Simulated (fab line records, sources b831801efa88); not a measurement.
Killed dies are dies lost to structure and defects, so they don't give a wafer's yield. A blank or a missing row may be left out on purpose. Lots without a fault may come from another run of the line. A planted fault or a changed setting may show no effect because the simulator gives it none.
Chamber matching | flow gf180mcu | GF_V4_CMP_26 on cmp-01: 4 sister chambers
The step polishes, stops on SiO2, t overpolish 15 s, target thk 0 nm. 8 wafers are shown with their chamber, then 9 later ones without.

WAFERS WITH THEIR CHAMBER
wafer  | chamber | motor_current_A (A) | time_to_endpoint_s (s)
L598.2 | 2       | 10.9                | 93
L602.4 | 1       | 11.1                | 82
L603.2 | 3       | 12.0                | 82
L603.4 | 0       | 11.0                | 89
L603.5 | 0       | 10.7                | 91
L606.1 | 3       | 12.2                | 90
L606.3 | 2       | 11.1                | 89
L606.4 | 1       | 11.2                | 89

WAFERS WITHOUT THEIR CHAMBER
wafer  | motor_current_A (A) | time_to_endpoint_s (s)
L607.1 | 10.6                | 86
L607.4 | 11.0                | 91
L607.6 | 10.9                | 94
L611.3 | 11.4                | 91
L611.5 | 10.9                | 97
L611.6 | 12.5                | 91
L616.3 | 11.9                | 84
L616.4 | 11.3                | 86
L616.6 | 11.0                | 93

WHICH CHAMBER EACH WENT THROUGH
wafer  | from the rows above          | in truth
L607.1 | can't be placed: 0 or 2 or 1 | 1
L607.4 | can't be placed: 2 or 0 or 1 | 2
L607.6 | can't be placed: 2 or 0 or 1 | 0
L611.3 | can't be placed: 1 or 2 or 0 | 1
L611.5 | can't be placed: 2 or 0 or 1 | 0
L611.6 | 3                            | 3
L616.3 | 3                            | 3
L616.4 | can't be placed: 1 or 2      | 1
L616.6 | can't be placed: 2 or 0 or 1 | 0
Placed correctly: 2 of 9. Can't be placed from these rows: 7 (the true chamber is among the candidates in 7). Placed wrongly: 0.
How it was worked out, from the rows above alone: a wafer's distance from a chamber is the root of the sum, over the readings, of the square of ((its reading less the chamber's mean) divided by the reading's scatter). The wafer belongs to the nearest chamber; if the next one is less than 2 further off, it can't be placed. A chamber's mean is the mean of its shown wafers. The scatter: the root of (the sum of the squares of (reading less its chamber's mean) over the shown wafers, divided by (wafers less chambers)).
